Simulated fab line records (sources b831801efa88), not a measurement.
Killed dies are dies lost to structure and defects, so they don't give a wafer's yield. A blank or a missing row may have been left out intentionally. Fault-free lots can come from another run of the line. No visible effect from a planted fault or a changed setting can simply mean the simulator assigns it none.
Which tool is to blame? :: flow gf180mcu :: 18 wafers sampled from 6 lots at 1 step of a route of 602

## WHAT EACH GAUGE READ, for each wafer
GF_POLY_GATE_THK_MEAS_01.
lot: L486
measured: day 9 00:40
on: film-metro-03
POLY_GATE_CVD_00_THK (nm): 200.0 198.7 197.2

lot: L488
measured: day 9 12:25
on: film-metro-04
POLY_GATE_CVD_00_THK (nm): 201.9 201.7 202.3

lot: L490
measured: day 10 01:48
on: film-metro-02
POLY_GATE_CVD_00_THK (nm): 201.4 199.2 200.9

lot: L496
measured: day 11 23:02
on: film-metro-04
POLY_GATE_CVD_00_THK (nm): 203.7 202.9 202.9

lot: L498
measured: day 12 13:40
on: film-metro-03
POLY_GATE_CVD_00_THK (nm): 199.6 197.0 199.3

lot: L502
measured: day 13 14:52
on: film-metro-04
POLY_GATE_CVD_00_THK (nm): 201.3 201.3 201.7

## TOOL THAT RAN EACH LOT (tool first, then ch and the chambers of the sampled wafers, then the start)
Before these readings, the record contains no process step.

## THE ANSWER, worked out from the rows above alone
Rule: what is usual is taken from the lots themselves. Put in order of their means at a reading, lots are off if they are a third of the lots or fewer, leave a main group of 4 or more, and stand apart from it by a gap of 3 or more times the standard deviation of the main group's means; of several such gaps the widest counts. Not used: any main group whose means are identical at the precision the tables above print for the reading. A lot without any number at a reading at which 4 lots or more have one is off too. Any other lot the step has rows for is counted as sound.
Nothing can be told from this: no lot is off at any reading shown.

## WHAT THE SIMULATOR PUT IN
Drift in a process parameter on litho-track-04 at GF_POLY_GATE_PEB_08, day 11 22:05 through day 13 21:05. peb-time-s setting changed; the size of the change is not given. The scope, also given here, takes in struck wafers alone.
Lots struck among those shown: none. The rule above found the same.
